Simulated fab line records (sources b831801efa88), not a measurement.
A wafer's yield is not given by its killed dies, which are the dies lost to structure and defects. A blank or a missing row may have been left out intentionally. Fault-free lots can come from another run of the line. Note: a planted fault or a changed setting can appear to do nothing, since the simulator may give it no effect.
8D (eight disciplines) problem report, filled in by code :: flow sky130 :: the parts of the form that need people (team, actions taken, sign-off) are left out

1. THE ISSUE
A mean of 1.87 s is read at SKY_METAL2_STRIP_20 for strip time to endpoint s, taken on 1 wafer of 1 lot, against 2.70 s (standard deviation 0.067) on wafers free of any fault. Relative to the usual mean, that is a shift of -12 standard deviations.
The step: strips in O2/N2.
First seen on wafer L102.3, day 40 04:08, on plasma asher-02. The record holds 30 wafers of 10 lots with a number at this step. By rule, "out" or "out of limits" means more than 4 standard deviations away from the usual mean. Any other wafer with a number is counted as sound.

2. WHAT IT IS; WHAT IT IS NOT
question: which readings at this step
is: strip time to endpoint s, oes product au
is not: drypump motor current A, o2 flow sccm

question: which lots
is: L102
is not: L107, L110, L111, L113, L990, L991, L992, L993, L994

question: which wafers of those lots
is: L102.3
is not: L102.1, L102.4

question: read on which tools
is: plasma asher-02
is not: plasma asher-03, plasma asher-04

question: when
is: from day 40 04:08
is not: up to then (17 sound wafers); but 12 sound wafers of L107, L110, L111, L113 came after

3. THE SUSPECTS, EACH WITH WHAT RULES IT OUT
Counting: if a tool at a process step up to the reading ran every lot that is out, it stays a suspect. Sound lots after the first of them don't rule it out here, since some wafers of a struck lot are sound.
- plasma asher-01 at SKY_VIA1_STRIP_16 (strips in O2/N2): kept. It ran the lot that is out, L102 (day 39 01:09).
- cvd w-01 at SKY_VIA1_CVD_21 (deposits W, target thk 270 nm, time 80.902 s): kept. L102, the lot that is out, went through it at day 39 01:55; up to then, the latest sound lot through it was L994 at day 38 21:19.
- rie metal-03 at SKY_METAL2_METAL_ETCH_19 (etches the open film in Cl2/BCl3, stops on SiO2, target depth 360 nm, time 78 s): kept. L102, the lot that is out, went through it at day 40 03:57; up to then, the latest sound lot through it was L993 at day 36 15:38.
- plasma asher-02 at SKY_METAL2_STRIP_20 (strips in O2/N2): kept. L102, the lot that is out, went through it at day 40 04:08; up to then, the latest sound lot through it was L993 at day 36 15:44. Its own oes product au, strip time to endpoint s readings are out on those wafers.
- The sound lot-mates ran in chamber 1 of plasma asher-01 at SKY_VIA1_STRIP_16, but the wafers that are out ran in chamber 0.
- The sound lot-mates ran in chamber 1 of cvd w-01 at SKY_VIA1_CVD_21, but the wafers that are out ran in chamber 0.
- The sound lot-mates ran in chamber 1 of plasma asher-02 at SKY_METAL2_STRIP_20, but the wafers that are out ran in chamber 0.
Left after counting: plasma asher-01 at SKY_VIA1_STRIP_16, cvd w-01 at SKY_VIA1_CVD_21, rie metal-03 at SKY_METAL2_METAL_ETCH_19, plasma asher-02 at SKY_METAL2_STRIP_20.

4. THE CAUSE (what the simulator had put in)
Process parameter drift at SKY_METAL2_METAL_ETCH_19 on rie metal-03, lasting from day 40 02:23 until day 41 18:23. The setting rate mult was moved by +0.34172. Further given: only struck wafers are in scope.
After counting, 4 suspects remain, this tool included.

5. THE CHAIN OF EFFECTS, in route order
One row per reading whose mean, taken over the struck wafers that have a number, lies over 3 standard deviations from the usual. Scope: only readings with a usual standard deviation given in the record; hours: median across lots of the time from each lot's start at the first step in this table that gives one to its start at this step; sigmas: change in usual standard deviations.
hours: 0
step: SKY_METAL2_STRIP_20
reading: oes product au
usual: 0.343 a.u.
on struck wafers: 0.311
change: -0.032
sigmas: -5.8

hours: 0
step: SKY_METAL2_STRIP_20
reading: strip time to endpoint s
usual: 2.70 s
on struck wafers: 1.87
change: -0.83
sigmas: -12

hours: 1
step: SKY_VIA2_BOW_MEAS_03
reading: VIA2_BOW
usual: 86 um
on struck wafers: 61
change: -25
sigmas: -3.2
Its process steps:
- SKY_METAL2_STRIP_20: strips in O2/N2.

6. WHAT WOULD HAVE CAUGHT IT SOONER
In this record no reading fell out of limits until day 40 04:08, 2 hours after the fault had begun at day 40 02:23.
Tool readings at SKY_METAL2_METAL_ETCH_19 with a usual standard deviation given in the record: none out on any struck wafer, hence no alarm at a limit of 4 standard deviations on them.
The start of SKY_METAL2_METAL_ETCH_19 on rie metal-03 came by day 40 04:08 for every one of the lots that are out (1). Tool hold at that time: it would have spared none of them.
